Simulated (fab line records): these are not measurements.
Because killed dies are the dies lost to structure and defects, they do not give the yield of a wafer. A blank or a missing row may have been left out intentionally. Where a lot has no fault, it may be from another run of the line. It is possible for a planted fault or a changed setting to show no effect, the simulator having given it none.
Chamber matching :: flow sky130 :: 4 sister chambers for SKY_PASSIVATION_ETCH_11 on rie diel-01
The step etches the open film in CF4/O2, stops on AlCu, target depth 725 nm, time 161.1 s. 8 wafers are shown with their chamber, then 7 later ones without.

== EACH WAFER AND ITS CHAMBER ==
wafer: L895.5
chamber: 1
throttle valve pct (%): 5.963
oes product au (a.u.): 0.984

wafer: L898.1
chamber: 3
throttle valve pct (%): 5.966
oes product au (a.u.): 0.966

wafer: L898.4
chamber: 2
throttle valve pct (%): 5.955
oes product au (a.u.): 0.974

wafer: L897.2
chamber: 1
throttle valve pct (%): 5.970
oes product au (a.u.): 0.978

wafer: L897.4
chamber: 0
throttle valve pct (%): 5.945
oes product au (a.u.): 0.979

wafer: L897.5
chamber: 3
throttle valve pct (%): 5.954
oes product au (a.u.): 0.983

wafer: L907.2
chamber: 2
throttle valve pct (%): 5.980
oes product au (a.u.): 0.976

wafer: L907.3
chamber: 0
throttle valve pct (%): 5.968
oes product au (a.u.): 0.967

== WAFERS WITHOUT THEIR CHAMBER ==
wafer: L907.4
throttle valve pct (%): 5.953
oes product au (a.u.): 0.983

wafer: L906.2
throttle valve pct (%): 5.948
oes product au (a.u.): 0.970

wafer: L906.3
throttle valve pct (%): 5.953
oes product au (a.u.): 0.972

wafer: L906.5
throttle valve pct (%): 5.957
oes product au (a.u.): 0.973

wafer: L910.2
throttle valve pct (%): 5.959
oes product au (a.u.): 0.979

wafer: L910.3
throttle valve pct (%): 5.981
oes product au (a.u.): 0.983

wafer: L910.5
throttle valve pct (%): 5.953
oes product au (a.u.): 0.988

== WHICH CHAMBER EACH WENT THROUGH ==
wafer: L907.4
from the rows above: can't be placed: 1 or 3 or 0 or 2
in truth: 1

wafer: L906.2
from the rows above: can't be placed: 0 or 3 or 2 or 1
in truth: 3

wafer: L906.3
from the rows above: can't be placed: 0 or 3 or 2 or 1
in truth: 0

wafer: L906.5
from the rows above: can't be placed: 0 or 3 or 2 or 1
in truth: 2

wafer: L910.2
from the rows above: can't be placed: 3 or 1 or 0 or 2
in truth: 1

wafer: L910.3
from the rows above: can't be placed: 1 or 2 or 3 or 0
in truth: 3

wafer: L910.5
from the rows above: can't be placed: 1 or 3 or 0 or 2
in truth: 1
Correctly placed: 0 of 7. Can't be placed from these rows: 7 (the true chamber is among the candidates in 7). Wrongly placed: 0.
How it was worked out, from the rows above alone: a wafer's distance from a chamber is the root of the sum, over the readings, of the square of ((its reading less the chamber's mean) divided by the reading's scatter). The wafer belongs to the nearest chamber; if the next one is less than 2 further off, it can't be placed. A chamber's mean is the mean of its shown wafers. The scatter is the square root of a quotient: the sum, over the shown wafers, of each reading's squared deviation from its chamber's mean, divided by wafers minus chambers.
